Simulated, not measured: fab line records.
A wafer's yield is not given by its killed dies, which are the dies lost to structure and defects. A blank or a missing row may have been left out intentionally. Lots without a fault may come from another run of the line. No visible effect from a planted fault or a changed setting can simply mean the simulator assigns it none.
8D (eight disciplines) problem report, filled in by code ; flow sky130 ; the parts of the form that need people (team, actions taken, sign-off) are left out

1. THE PROBLEM
VIA1_BOW at SKY_VIA1_BOW_MEAS_03 reads a mean of 109 um on 9 wafers of 3 lots; wafers without a fault read 77 um with a standard deviation of 6.1. Relative to the usual mean, that is a shift of +5.2 standard deviations.
First seen on wafer L825.1, day 36 09:46, on filmMetro-03. Wafers with a number at this step in the record: 30, from 10 lots. Rule for "out", or "out of limits": more than 4 standard deviations from the usual mean. All remaining wafers that have a number are taken as sound.

2. WHAT IT IS, AND WHAT IT ISN'T
question;is;is not
which readings at this step;VIA1_BOW;-
which lots;L825, L826, L827;L816, L822, L828, L832, L833, L835, L837
which wafers of those lots;all that have a number;-
read on which gauges;filmMetro-01, filmMetro-02, filmMetro-03;-
when;from day 36 09:46;"up to then (6 sound wafers); but 15 sound wafers of L828, L832, L833, L835, L837 came after"

3. SUSPECTS, AND WHAT RULES EACH OUT
Counting: a tool at a process step up to the reading stays a suspect if it ran every lot that is out and no sound lot after the first of them.
- the gauge at SKY_VIA1_BOW_MEAS_03: ruled out. Those wafers that are out were read across 3 gauges (filmMetro-01, filmMetro-02, filmMetro-03).
- cmp-01 at SKY_VIA1_CMP_02 (polishes SiO2): ruled out as a lasting fault. After its first lot that is out, L825 (day 36 09:31), sound lots L828, L832, L833, L835 ran on it.
Left after counting: nothing in the record.

4. THE CAUSE (what the simulator had put in)
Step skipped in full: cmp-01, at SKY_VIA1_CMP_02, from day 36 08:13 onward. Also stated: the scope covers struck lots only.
Counting ruled it out, wrongly: the rule takes a fault to strike every lot that its tool runs from its start on, and this one did not.

5. THE EFFECT CHAIN, in route order
Each row: a reading whose mean over the struck wafers that have a number lies more than 3 standard deviations from the usual. Only readings for which the record gives a usual standard deviation are gone through. hours: the time from each lot's start at the first step in this table that gives one to its start at this step, as a median over the lots. sigmas: the change in usual standard deviations.
hours;step;reading;usual;on struck wafers;change;sigmas
0;SKY_VIA1_BOW_MEAS_03;VIA1_BOW;77 um;109;+32;+5.2
26;SKY_VIA1_ETCH_15;oesProductAu;0.992 a.u.;1.619;+0.627;+84
288;SKY_PAD_OPEN_PROBE_99;defectLimitedYield;82.3 %;0.0;-82.3;-39
288;SKY_PAD_OPEN_PROBE_99;killed_at_M0_to_M3;43;451;+408;+55
288;SKY_PAD_OPEN_PROBE_99;killedDies;87;492;+405;+40
288;SKY_PAD_OPEN_PROBE_99;killedOnRim;17;96;+79;+21
288;SKY_PAD_OPEN_PROBE_99;sort_bin_5_function;10.5 %;92.8;+82.3;+55
288;SKY_PAD_OPEN_PROBE_99;sortNPass;405;0;-405;-40
288;SKY_PAD_OPEN_PROBE_99;sortYieldPct;82.3 %;0.0;-82.3;-39
Process steps it contains:
- SKY_VIA1_ETCH_15: etches SiO2 in C4F8/O2/Ar, stops on TiN, target depth 351 nm, time 52.16 s.
- SKY_PAD_OPEN_PROBE_99
Readings that are blank on the struck wafers while sound wafers have them: edgeZonePressureFrac at SKY_VIA1_CMP_02; headPressurePsi at SKY_VIA1_CMP_02; motorCurrentA at SKY_VIA1_CMP_02.

6. HOW IT WOULD HAVE BEEN CAUGHT EARLIER
In this record the first reading out of limits at a measuring or inspecting step was taken at day 36 09:46, 2 hours after the fault began at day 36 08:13.
At SKY_VIA1_CMP_02 the tool's readings are blank on the struck wafers, where sound wafers have them: an empty tool record is the first sign, and it was there at once.
